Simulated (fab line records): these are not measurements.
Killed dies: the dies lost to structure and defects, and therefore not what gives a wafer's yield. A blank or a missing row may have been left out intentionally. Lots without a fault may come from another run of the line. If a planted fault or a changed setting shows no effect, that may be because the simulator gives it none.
Which tool is to blame? | flow sky130 | 39 wafers from 13 lots sampled at 7 of the route's 708 steps

WHAT EACH GAUGE READ, for each wafer
SKY_POLY_GATE_THK_MEAS_04. Usual: POLY_GATE_CVD_03_THK 75.2 nm, standard deviation 0.69.
lot  | measured     | on            | POLY_GATE_CVD_03_THK (nm) | flag
L674 | day 15 01:03 | film metro-04 | 76.4 76.2 76.5            |
L675 | day 15 08:14 | film metro-04 | 76.7 76.4 75.8            |
L678 | day 16 08:17 | film metro-04 | 75.5 74.7 74.7            |
L679 | day 17 01:52 | film metro-01 | 74.9 75.2 74.6            |
L680 | day 17 04:26 | film metro-03 | 76.0 76.2 75.8            |
L681 | day 17 11:34 | film metro-04 | 74.8 74.8 74.6            |
L682 | day 17 20:52 | film metro-04 | 74.4 74.0 74.4            |
L683 | day 18 13:47 | film metro-04 | 76.4 75.8 76.1            |
L685 | day 18 20:31 | film metro-01 | 74.2 73.6 74.6            |
L688 | day 20 07:29 | film metro-04 | 75.6 74.6 76.0            |
L695 | day 22 16:57 | film metro-04 | 74.9 75.0 74.7            |
L696 | day 23 03:32 | film metro-04 | 74.5 75.1 75.3            |
L697 | day 23 17:39 | film metro-01 | 75.3 74.6 75.0            |

SKY_LDD_N_TW_MEAS_17. Usual: LDD_N_TW 2588, standard deviation 22.
lot  | measured     | on            | LDD_N_TW       | flag
L674 | day 17 13:39 | film metro-01 | 2576 2582 2585 |
L675 | day 17 20:45 | film metro-01 | 2571 2596 2595 |
L678 | day 18 23:04 | film metro-03 | 2602 2606 2610 |
L679 | day 19 18:34 | film metro-02 | 2560 2563 2574 |
L680 | day 19 20:22 | film metro-03 | 2594 2600 2603 |
L681 | day 20 04:25 | film metro-01 | 2599 2591 2596 |
L682 | day 20 12:31 | film metro-03 | 2610 2620 2628 |
L683 | day 21 06:17 | film metro-03 | 2623 2614 2626 |
L685 | day 21 13:47 | film metro-02 | 2572 2575 2586 |
L688 | day 23 00:48 | film metro-02 | 2589 2589 2599 |
L695 | day 25 12:36 | film metro-02 | 2575 2586 2581 |
L696 | day 25 16:15 | film metro-02 | 2578 2580 2586 |
L697 | day 26 07:03 | film metro-01 | 2567 2562 2549 |

SKY_LDD_P_CD_MEAS_07: target cd 380 nm. Usual: cd nm reads 380.4 nm (standard deviation 2.8).
lot  | measured     | on        | cd nm (nm)        | flag
L674 | day 18 19:18 | cd sem-02 | 377.4 376.7 378.2 |
L675 | day 19 07:48 | cd sem-02 | 381.0 381.8 381.8 |
L678 | day 20 06:17 | cd sem-01 | 380.3 379.4 380.0 |
L679 | day 21 01:19 | cd sem-01 | 374.5 375.8 374.4 |
L680 | day 21 03:06 | cd sem-01 | 377.4 378.8 376.8 |
L681 | day 21 11:35 | cd sem-01 | 377.1 378.0 379.8 |
L682 | day 21 18:33 | cd sem-02 | 380.3 383.0 382.3 |
L683 | day 22 12:52 | cd sem-02 | 381.2 379.0 380.6 |
L685 | day 22 20:49 | cd sem-02 | 377.9 375.6 377.0 |
L688 | day 24 06:07 | cd sem-01 | - - -             | OFF
L695 | day 26 17:17 | cd sem-02 | 378.7 381.2 379.4 |
L696 | day 26 21:05 | cd sem-01 | 377.6 378.5 379.1 |
L697 | day 27 11:17 | cd sem-02 | 381.4 382.3 379.6 |

SKY_LDD_P_TW_MEAS_11. Usual: LDD_P_TW 636, standard deviation 3.6.
lot  | measured     | on            | LDD_P_TW    | flag
L674 | day 18 19:43 | film metro-04 | 634 630 637 |
L675 | day 19 08:13 | film metro-04 | 638 637 637 |
L678 | day 20 06:41 | film metro-01 | 637 638 636 |
L679 | day 21 01:43 | film metro-02 | 636 633 634 |
L680 | day 21 03:29 | film metro-02 | 634 639 634 |
L681 | day 21 11:59 | film metro-02 | 637 634 635 |
L682 | day 21 18:56 | film metro-04 | 638 639 641 |
L683 | day 22 13:14 | film metro-02 | 633 630 633 |
L685 | day 22 21:13 | film metro-04 | 642 641 643 |
L688 | day 24 06:31 | film metro-04 | 30 30 30    | OFF
L695 | day 26 17:40 | film metro-04 | 636 638 636 |
L696 | day 26 21:28 | film metro-04 | 637 636 636 |
L697 | day 27 11:40 | film metro-04 | 641 637 645 |

SKY_LDD_HVP_TW_MEAS_10. Usual: LDD_HVP_TW 458, standard deviation 3.4.
lot  | measured     | on            | LDD_HVP_TW  | flag
L674 | day 21 10:35 | film metro-04 | 458 459 460 |
L675 | day 21 22:20 | film metro-03 | 461 459 461 |
L678 | day 22 20:49 | film metro-02 | 455 455 453 |
L679 | day 23 15:09 | film metro-04 | 457 459 457 |
L680 | day 23 16:22 | film metro-02 | 458 459 456 |
L681 | day 24 01:30 | film metro-04 | 457 457 455 |
L682 | day 24 07:16 | film metro-03 | 460 461 460 |
L683 | day 25 01:07 | film metro-02 | 455 458 456 |
L685 | day 25 08:59 | film metro-02 | 454 455 457 |
L688 | day 26 17:14 | film metro-02 | 698 693 693 | OFF
L695 | day 29 02:45 | film metro-02 | 454 455 456 |
L696 | day 29 05:57 | film metro-02 | 456 454 456 |
L697 | day 29 20:00 | film metro-02 | 456 455 457 |

TOOL THAT RAN EACH LOT (tool first, then ch and the chambers of the sampled wafers, then the start)
lot  | SKY_POLY_GATE_ETCH_16              | SKY_LDD_P_EXPOSE_04
L674 | rie diel-02 ch 0,3, day 16 05:35   | iline stepper-02 ch 0, day 18 04:30
L675 | rie diel-01 ch 1,3, day 16 12:05   | iline stepper-01 ch 0, day 18 17:50
L678 | rie diel-04 ch 1,2,3, day 17 13:54 | iline stepper-01 ch 0, day 19 15:21
L679 | rie diel-02 ch 0,1,3, day 18 07:35 | iline stepper-01 ch 0, day 20 09:44
L680 | rie diel-04 ch 0,3, day 18 10:32   | iline stepper-01 ch 0, day 20 11:52
L681 | rie diel-02 ch 1,2,3, day 18 17:51 | iline stepper-02 ch 0, day 20 20:14
L682 | rie diel-02 ch 1,3, day 19 02:27   | iline stepper-01 ch 0, day 21 03:50
L683 | rie diel-04 ch 0,1,3, day 19 19:41 | iline stepper-02 ch 0, day 21 22:40
L685 | rie diel-04 ch 0,1, day 20 03:36   | iline stepper-02 ch 0, day 22 05:35
L688 | rie diel-02 ch 1,2,3, day 21 14:34 | iline stepper-01 ch 0, day 23 15:52
L695 | rie diel-04 ch 1,2, day 23 23:38   | iline stepper-02 ch 0, day 26 03:14
L696 | rie diel-01 ch 0,2,3, day 24 08:26 | iline stepper-01 ch 0, day 26 07:21
L697 | rie diel-02 ch 1,2, day 24 23:32   | iline stepper-01 ch 0, day 26 20:55
- SKY_POLY_GATE_ETCH_16: etches Si3N4 in CH3F/O2, stops on poly-Si, time 147.5 s, target depth 75 nm.
- SKY_LDD_P_EXPOSE_04: exposes mask PSDM, target cd 380 nm.

AS READ BY THE TOOLS THEMSELVES (means over the sampled wafers that have a number; for cases with no such wafer, the mark the record gives instead)
SKY_POLY_GATE_ETCH_16. Usual: drypump motor current A 5.6 A, standard deviation 0.4; oes product au 0.641 a.u., standard deviation 0.0059; throttle valve pct 10.536 %, standard deviation 0.0088.
lot  | tool        | drypump motor current A (A) | oes product au (a.u.) | throttle valve pct (%) | flag
L674 | rie diel-02 | 5.3                         | 0.645                 | 10.535                 |
L675 | rie diel-01 | 5.5                         | 0.645                 | 10.542                 |
L678 | rie diel-04 | 6.0                         | 0.639                 | 10.534                 |
L679 | rie diel-02 | 5.5                         | 0.639                 | 10.540                 |
L680 | rie diel-04 | 5.6                         | 0.648                 | 10.533                 |
L681 | rie diel-02 | 5.7                         | 0.643                 | 10.532                 |
L682 | rie diel-02 | 5.8                         | 0.633                 | 10.542                 |
L683 | rie diel-04 | 5.7                         | 0.644                 | 10.544                 |
L685 | rie diel-04 | 5.7                         | 0.632                 | 10.538                 |
L688 | rie diel-02 | 5.8                         | 0.642                 | 10.534                 |
L695 | rie diel-04 | 5.9                         | 0.643                 | 10.528                 |
L696 | rie diel-01 | 5.6                         | 0.643                 | 10.530                 |
L697 | rie diel-02 | 5.7                         | 0.640                 | 10.540                 |

THE ANSWER, worked out from the rows above alone
Rule: lot off if the mean of its wafers having a number is beyond 3 standard deviations from the usual mean. A lot without any number at a reading at which 4 lots or more have one is off too. The other lots that the step has rows for count as sound. Order of review: gauges by route order, followed by the tools' own readings, for which a lot's mean as printed above is used. At the first step where some lot is off, the reading lying furthest off is the one used; lots without a number count as furthest.
Off: L688 (SKY_LDD_P_CD_MEAS_07, cd nm). Without a number there: L688.
A tool fits if, at a process step before that reading, it ran every lot that is off, and no sound lot after the first of them. The gauges at SKY_LDD_P_CD_MEAS_07 aren't tried: what is off there is off at SKY_LDD_P_TW_MEAS_11 too, on other tools, and a gauge's error can't cause that. Of those tried, none fits.

WHAT THE SIMULATOR HAD INSERTED
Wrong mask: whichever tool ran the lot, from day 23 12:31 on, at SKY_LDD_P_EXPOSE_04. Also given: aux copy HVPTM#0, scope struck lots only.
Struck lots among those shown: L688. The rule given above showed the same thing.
